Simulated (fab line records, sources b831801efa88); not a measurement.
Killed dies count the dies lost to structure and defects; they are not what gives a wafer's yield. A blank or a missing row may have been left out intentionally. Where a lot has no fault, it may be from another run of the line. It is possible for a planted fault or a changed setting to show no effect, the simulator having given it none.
Tool commonality check    flow gf180mcu    12 lots, 48 wafers sampled

== REASON IT WAS OPENED ==
At GF_V2_THK_MEAS_01 the reading V2_CVD_00_THK is flagged on 4 of 12 lots. No-fault wafers: 597 nm, standard deviation 6.5.
Rule: flag the lot when none of its wafers has a number, or when each of its wafers that has one lies beyond 4 standard deviations from that mean. The rest of the lots are taken to be sound.

lot   measured      on             V2_CVD_00_THK (nm), wafer by wafer  flag
L905  day 19 18:29  film_metro-04  585 598 586                         
L906  day 20 15:11  film_metro-03  605 596 602                         
L907  day 21 00:52  film_metro-03  598 591 597                         
L909  day 21 19:53  film_metro-01  608 601 600                         
L910  day 22 09:33  film_metro-04  508 517 519 509 516 520             FLAGGED
L912  day 22 19:19  film_metro-04  515 519 513 515 520 512             FLAGGED
L913  day 23 05:03  film_metro-03  597 600 600                         
L916  day 24 05:17  film_metro-04  514 512 514 513 512 514             FLAGGED
L917  day 24 07:08  film_metro-01  511 510 514 510 510 513             FLAGGED
L921  day 25 11:38  film_metro-01  593 592 613                         
L922  day 25 23:35  film_metro-04  599 603 604                         
L924  day 26 09:59  film_metro-04  585 600 598                         
Average over the flagged lots: 514 nm; offset from the usual -83 nm, equal to -13 standard deviations.

== TOOL THAT RAN EACH LOT ==
Before the reading, the record contains 3 process steps out of a 602-step route. Each cell gives the tool, then ch followed by the chambers the sampled wafers passed through, then the start.
lot   flag     GF_V1_ETCH_16                       GF_V1_CVD_23                   GF_V2_CVD_00
L905           rie_diel-01 ch 2,3, day 18 15:49    cvd_w-01 ch 0,1, day 18 16:37  hdpcvd-01 ch 0,1,2, day 19 18:25
L906           rie_diel-03 ch 0,1,3, day 19 12:30  cvd_w-01 ch 0,1, day 19 13:16  hdpcvd-01 ch 0,2, day 20 15:07
L907           rie_diel-01 ch 1,3, day 19 22:08    cvd_w-01 ch 0,1, day 19 22:55  hdpcvd-02 ch 0,1,2, day 21 00:47
L909           rie_diel-01 ch 0,1,3, day 20 17:23  cvd_w-02 ch 0,1, day 20 18:16  hdpcvd-01 ch 0,1, day 21 19:49
L910  FLAGGED  rie_diel-01 ch 0,3, day 21 06:34    cvd_w-01 ch 0,1, day 21 07:44  hdpcvd-01 ch 0,1,2, day 22 09:29
L912  FLAGGED  rie_diel-03 ch 0,3, day 21 17:35    cvd_w-01 ch 0,1, day 21 18:27  hdpcvd-01 ch 0,1,2, day 22 19:14
L913           rie_diel-03 ch 0,1, day 22 04:09    cvd_w-02 ch 0, day 22 04:57    hdpcvd-02 ch 1,2, day 23 04:58
L916  FLAGGED  rie_diel-03 ch 0,1, day 23 04:27    cvd_w-01 ch 0,1, day 23 05:13  hdpcvd-01 ch 1,2, day 24 05:13
L917  FLAGGED  rie_diel-04 ch 0,1,3, day 23 05:54  cvd_w-02 ch 0,1, day 23 06:40  hdpcvd-01 ch 0,1, day 24 07:04
L921           rie_diel-04 ch 0,2,3, day 24 12:10  cvd_w-02 ch 0,1, day 24 12:58  hdpcvd-02 ch 0,2, day 25 11:34
L922           rie_diel-04 ch 0,3, day 25 00:16    cvd_w-01 ch 0,1, day 25 01:04  hdpcvd-02 ch 1,2, day 25 23:30
L924           rie_diel-04 ch 1,3, day 25 11:01    cvd_w-02 ch 0,1, day 25 11:49  hdpcvd-02 ch 0,1,2, day 26 09:55
These steps, and what they do:
- GF_V1_ETCH_16: etches BARC in N2/H2.
- GF_V1_CVD_23: deposits W, target thk 350 nm, time 105.05 s.
- GF_V2_CVD_00: deposits SiO2, target thk 600 nm, time 100 s.
- GF_V2_THK_MEAS_01

== FLAGGED AGAINST TOTAL, ONE TOOL AT A TIME (gauges that did the reading follow at the end) ==
step               tool           lots run  flagged  share of the flagged lots  sound lots run after its first flagged lot
GF_V1_ETCH_16      rie_diel-01    4         1        some                       0
GF_V1_ETCH_16      rie_diel-03    4         2        some                       1 (L913)
GF_V1_ETCH_16      rie_diel-04    4         1        some                       3 (L921,L922,L924)
GF_V1_CVD_23       cvd_w-01       7         3        some                       1 (L922)
GF_V1_CVD_23       cvd_w-02       5         1        some                       2 (L921,L924)
GF_V2_CVD_00       hdpcvd-01      7         4        all                        0
GF_V2_CVD_00       hdpcvd-02      5         0        none                       -
GF_V2_THK_MEAS_01  film_metro-01  3         1        some                       1 (L921)
GF_V2_THK_MEAS_01  film_metro-03  3         0        none                       -
GF_V2_THK_MEAS_01  film_metro-04  6         3        some                       2 (L922,L924)

== WHAT IS ALLOWED BY THE TABLE ==
1 row of the table ran every flagged lot: hdpcvd-01 at GF_V2_CVD_00.
- hdpcvd-01 at GF_V2_CVD_00 ran 7 lots, 4 of them flagged. It ran its last sound lot, L909, at day 21 19:49 and its first flagged lot, L910, at day 22 09:29: a fault with its onset between the two fits.
What remains is a single tool, hdpcvd-01 at GF_V2_CVD_00.

== WHAT THE SIMULATOR PUT IN ==
Site profile drift: hdpcvd-01, from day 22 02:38 on, at GF_V2_CVD_00. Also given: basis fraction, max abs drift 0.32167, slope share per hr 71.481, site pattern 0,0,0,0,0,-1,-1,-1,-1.
Shown lots that were struck: L910, L912, L916, L917. Same finding as the rule above.
